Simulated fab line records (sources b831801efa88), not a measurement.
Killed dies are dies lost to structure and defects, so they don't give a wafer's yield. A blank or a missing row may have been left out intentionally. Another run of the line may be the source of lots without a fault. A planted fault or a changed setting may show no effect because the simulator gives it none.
What tool caused it? / flow sky130 / 39 wafers from 13 lots sampled at 3 of the route's 708 steps

## WHAT THE GAUGES SHOWED, per wafer
SKY_SD_N_RS_MEAS_16: uses a four-point probe to measure. Usual: SD_N_RS 68.50 ohm/sq, standard deviation 0.12.
lot=L171; measured=day 27 20:40; on=filmMetro-03; SD_N_RS (ohm/sq)=68.45 68.39 68.36; flag=
lot=L172; measured=day 27 23:19; on=filmMetro-03; SD_N_RS (ohm/sq)=68.54 68.36 68.39; flag=
lot=L173; measured=day 28 02:05; on=filmMetro-03; SD_N_RS (ohm/sq)=68.50 68.49 68.46; flag=
lot=L174; measured=day 29 01:29; on=filmMetro-04; SD_N_RS (ohm/sq)=68.34 68.31 68.30; flag=
lot=L176; measured=day 29 16:21; on=filmMetro-01; SD_N_RS (ohm/sq)=68.57 68.73 68.53; flag=
lot=L181; measured=day 32 09:20; on=filmMetro-04; SD_N_RS (ohm/sq)=68.44 68.43 68.53; flag=
lot=L180; measured=day 32 16:36; on=filmMetro-01; SD_N_RS (ohm/sq)=68.58 68.56 68.71; flag=
lot=L183; measured=day 32 14:02; on=filmMetro-01; SD_N_RS (ohm/sq)=68.66 68.61 68.48; flag=
lot=L185; measured=day 32 14:23; on=filmMetro-03; SD_N_RS (ohm/sq)=68.63 68.59 68.44; flag=
lot=L186; measured=day 32 17:26; on=filmMetro-03; SD_N_RS (ohm/sq)=68.54 68.36 68.46; flag=
lot=L188; measured=day 33 07:37; on=filmMetro-03; SD_N_RS (ohm/sq)=68.58 68.55 68.51; flag=
lot=L189; measured=day 33 11:48; on=filmMetro-04; SD_N_RS (ohm/sq)=68.66 68.38 68.58; flag=
lot=L194; measured=day 36 00:16; on=filmMetro-03; SD_N_RS (ohm/sq)=68.57 68.33 68.44; flag=

SKY_LOCAL_INTERCONNECT_OVL_MEAS_12. Usual: LOCAL_INTERCONNECT_OVL -1 nm, standard deviation 5.5.
lot=L171; measured=day 30 08:47; on=overlay-02; LOCAL_INTERCONNECT_OVL (nm)=-12 0 -8; flag=
lot=L172; measured=day 30 10:13; on=overlay-02; LOCAL_INTERCONNECT_OVL (nm)=-8 -7 2; flag=
lot=L173; measured=day 30 12:52; on=overlay-01; LOCAL_INTERCONNECT_OVL (nm)=-9 1 -15; flag=
lot=L174; measured=day 31 11:02; on=overlay-02; LOCAL_INTERCONNECT_OVL (nm)=-3 -10 -6; flag=
lot=L176; measured=day 32 02:07; on=overlay-02; LOCAL_INTERCONNECT_OVL (nm)=1 7 0; flag=
lot=L181; measured=day 34 17:29; on=overlay-02; LOCAL_INTERCONNECT_OVL (nm)=-5 0 1; flag=
lot=L180; measured=day 34 22:44; on=overlay-02; LOCAL_INTERCONNECT_OVL (nm)=1 6 -2; flag=
lot=L183; measured=day 34 22:29; on=overlay-02; LOCAL_INTERCONNECT_OVL (nm)=9 -2 6; flag=
lot=L185; measured=day 34 22:43; on=overlay-01; LOCAL_INTERCONNECT_OVL (nm)=-5 -4 -2; flag=
lot=L186; measured=day 35 00:01; on=overlay-01; LOCAL_INTERCONNECT_OVL (nm)=6 -1 -5; flag=
lot=L188; measured=day 35 15:13; on=overlay-01; LOCAL_INTERCONNECT_OVL (nm)=-10 0 -7; flag=
lot=L189; measured=day 35 19:07; on=overlay-01; LOCAL_INTERCONNECT_OVL (nm)=-7 -9 -8; flag=
lot=L194; measured=day 38 06:58; on=overlay-01; LOCAL_INTERCONNECT_OVL (nm)=6 4 -6; flag=

## EACH LOT AND THE TOOL THAT RAN IT (in order: tool; ch and the chambers of the sampled wafers; start)
lot=L171; SKY_PWDE_IMPLANT_08=implanter-02 ch 0, day 3 20:42
lot=L172; SKY_PWDE_IMPLANT_08=implanter-04 ch 0, day 4 02:57
lot=L173; SKY_PWDE_IMPLANT_08=implanter-03 ch 0, day 4 08:55
lot=L174; SKY_PWDE_IMPLANT_08=implanter-04 ch 0, day 4 19:52
lot=L176; SKY_PWDE_IMPLANT_08=implanter-03 ch 0, day 5 05:55
lot=L181; SKY_PWDE_IMPLANT_08=implanter-02 ch 0, day 6 05:37
lot=L180; SKY_PWDE_IMPLANT_08=implanter-04 ch 0, day 6 06:24
lot=L183; SKY_PWDE_IMPLANT_08=implanter-03 ch 0, day 6 15:28
lot=L185; SKY_PWDE_IMPLANT_08=implanter-03 ch 0, day 7 03:21
lot=L186; SKY_PWDE_IMPLANT_08=implanter-04 ch 0, day 7 07:51
lot=L188; SKY_PWDE_IMPLANT_08=implanter-03 ch 0, day 7 23:03
lot=L189; SKY_PWDE_IMPLANT_08=implanter-03 ch 0, day 8 01:12
lot=L194; SKY_PWDE_IMPLANT_08=implanter-02 ch 0, day 9 09:25
- SKY_PWDE_IMPLANT_08

## AS READ BY THE TOOLS THEMSELVES (means over the sampled wafers that have a number; for cases with no such wafer, the mark the record gives instead)
SKY_PWDE_IMPLANT_08. Usual: beamEnergyKeV 150.00, standard deviation 0.041.
lot=L171 tool=implanter-02 beamEnergyKeV=150.00 flag=
lot=L172 tool=implanter-04 beamEnergyKeV=149.98 flag=
lot=L173 tool=implanter-03 beamEnergyKeV=150.00 flag=
lot=L174 tool=implanter-04 beamEnergyKeV=150.00 flag=
lot=L176 tool=implanter-03 beamEnergyKeV=150.03 flag=
lot=L181 tool=implanter-02 beamEnergyKeV=149.96 flag=
lot=L180 tool=implanter-04 beamEnergyKeV=150.02 flag=
lot=L183 tool=implanter-03 beamEnergyKeV=150.00 flag=
lot=L185 tool=implanter-03 beamEnergyKeV=128.01 flag=OFF
lot=L186 tool=implanter-04 beamEnergyKeV=149.96 flag=
lot=L188 tool=implanter-03 beamEnergyKeV=127.99 flag=OFF
lot=L189 tool=implanter-03 beamEnergyKeV=128.00 flag=OFF
lot=L194 tool=implanter-02 beamEnergyKeV=150.01 flag=

## THE ANSWER, worked out from the rows above alone
Rule: a lot counts as off when the mean over its wafers that have a number is more than 3 standard deviations away from the usual mean. A lot without any number at a reading at which 4 lots or more have one is off too. The other lots that the step has rows for count as sound. The gauges are gone through in route order, then the tools' own readings, and for those a lot's mean is taken as printed above. At the first step where some lot is off, the reading lying furthest off is the one used; lots without a number count as furthest.
Off, at SKY_PWDE_IMPLANT_08 on beamEnergyKeV: L185, L188, L189.
A tool fits if, at that step or a process step before it, it ran every lot that is off, and no sound lot after the first of them. One fits: SKY_PWDE_IMPLANT_08 on implanter-03. Its last sound lot is L183 (day 6 15:28), its first lot that is off L185 (day 7 03:21): a fault that began between those two fits.
On the lots that are off, the tool's own readings at SKY_PWDE_IMPLANT_08 differ by more than 5 times the standard deviation of the sound lots' means, which bears it out; beamEnergyKeV reads 128.00 there versus 150.00 on the sound lots.

## WHAT WAS PUT IN BY THE SIMULATOR
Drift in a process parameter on implanter-03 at SKY_PWDE_IMPLANT_08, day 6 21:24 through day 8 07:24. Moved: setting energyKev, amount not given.
Struck lots among those shown: L185, L188, L189. Same finding as the rule above.
